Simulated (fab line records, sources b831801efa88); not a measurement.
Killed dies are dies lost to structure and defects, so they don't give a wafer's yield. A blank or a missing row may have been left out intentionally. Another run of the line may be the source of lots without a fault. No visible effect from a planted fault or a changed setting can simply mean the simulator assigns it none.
One fault through the eyes of 2 desks + flow sky130 + each desk holds nothing but its own numbers, with what lay behind them at the end

THE TOOL OWNER'S DESK: plasma_asher-01
The tool's own readings at SKY_LI_CONTACT_STRIP_16 (strips in O2/N2): means of the sampled wafers that have a number, for each lot that ran on this tool. A lot is out of limits, marked OUT, if its mean lies more than 4 standard deviations from the usual mean; the brackets give that distance.
Columns: A = chamber_pressure_mTorr at SKY_LI_CONTACT_STRIP_16, usual 1500.0 mTorr; B = drypump_motor_current_A at SKY_LI_CONTACT_STRIP_16, usual 5.7 A; C = oes_product_au at SKY_LI_CONTACT_STRIP_16, usual 0.375 a.u.; D = strip_time_to_endpoint_s at SKY_LI_CONTACT_STRIP_16, usual 3.48 s
| lot  | first seen here | A      | B   | C     | D    |
|------|-----------------|--------|-----|-------|------|
| L501 | day 28 21:28    | 1500.2 | 5.8 | 0.373 | 3.46 |
| L515 | day 34 00:16    | 1500.9 | 5.6 | 0.374 | 3.47 |
| L517 | day 34 06:11    | 1499.1 | 5.6 | 0.375 | 3.44 |
| L518 | day 35 00:52    | 1499.9 | 5.8 | 0.377 | 3.46 |
| L521 | day 35 12:09    | 1500.3 | 5.6 | 0.376 | 3.44 |
| L524 | day 36 09:31    | 1498.6 | 5.8 | 0.370 | 3.44 |
This desk's finding: nothing out of limits on any of the 6 lots.

THE METROLOGY DESK
Means of the sampled wafers that have a number, per lot and without regard to the tool the lot ran on: this is what the gauges read. A lot is out of limits, marked OUT, if its mean lies more than 4 standard deviations from the usual mean; the brackets give that distance.
Columns: A = cd_nm at SKY_LOCAL_INTERCONNECT_CD_MEAS_11, usual 169.9 nm
| lot  | first seen here | A     |
|------|-----------------|-------|
| L501 | day 30 02:21    | 168.5 |
| L502 | day 30 08:28    | 171.8 |
| L514 | day 34 20:53    | 170.2 |
| L515 | day 35 04:15    | 171.5 |
| L517 | day 35 10:05    | 169.4 |
| L519 | day 36 02:37    | 170.2 |
| L518 | day 36 03:32    | 170.2 |
| L520 | day 36 08:17    | 172.6 |
| L521 | day 36 15:16    | 171.2 |
| L523 | day 36 23:56    | 168.7 |
| L524 | day 37 12:52    | 169.2 |
This desk's finding: nothing out of limits on any of the 11 lots.

PUT TOGETHER
The desk of the tool owner found nothing out of limits.
Nothing out of limits was seen by the metrology desk.

WHAT THE SIMULATOR HAD PUT IN
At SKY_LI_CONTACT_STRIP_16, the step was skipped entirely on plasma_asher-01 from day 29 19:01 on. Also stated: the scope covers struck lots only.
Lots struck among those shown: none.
